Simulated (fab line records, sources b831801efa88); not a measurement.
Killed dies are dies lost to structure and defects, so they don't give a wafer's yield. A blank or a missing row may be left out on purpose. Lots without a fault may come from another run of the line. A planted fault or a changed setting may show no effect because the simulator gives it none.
Chamber matching | flow sky130 | SKY_LI_CONTACT_CMP_02 on cmp-01: 3 sister chambers
The step polishes PSG. 6 wafers are shown with their chamber, then 7 later ones without.

WAFERS WITH THEIR CHAMBER
wafer  | chamber | motor_current_A (A) | time_to_endpoint_s (s)
L195.1 | 2       | 10.9                | 38
L196.4 | 2       | 11.0                | 39
L201.2 | 0       | 13.0                | 36
L201.3 | 1       | 11.6                | 32
L201.6 | 1       | 12.6                | 33
L202.2 | 0       | 11.9                | 40

WAFERS WITHOUT THEIR CHAMBER
wafer  | motor_current_A (A) | time_to_endpoint_s (s)
L202.5 | 11.0                | 40
L204.2 | 12.6                | 29
L204.3 | 12.7                | 35
L204.4 | 10.8                | 34
L207.1 | 12.6                | 20
L207.2 | 10.5                | 22
L207.3 | 12.6                | 34

WHICH CHAMBER EACH WENT THROUGH
wafer  | from the rows above          | in truth
L202.5 | can't be placed: 2 or 0      | 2
L204.2 | 1                            | 1
L204.3 | can't be placed: 1 or 0 or 2 | 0
L204.4 | can't be placed: 1 or 2 or 0 | 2
L207.1 | 1                            | 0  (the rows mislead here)
L207.2 | 1                            | 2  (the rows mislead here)
L207.3 | can't be placed: 1 or 0      | 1
Placed correctly: 1 of 7. Can't be placed from these rows: 4 (the true chamber is among the candidates in 4). Placed wrongly: 2.
How it was worked out, from the rows above alone: a wafer's distance from a chamber is the root of the sum, over the readings, of the square of ((its reading less the chamber's mean) divided by the reading's scatter). The wafer belongs to the nearest chamber; if the next one is less than 2 further off, it can't be placed. A chamber's mean is the mean of its shown wafers. The scatter: the root of (the sum of the squares of (reading less its chamber's mean) over the shown wafers, divided by (wafers less chambers)).
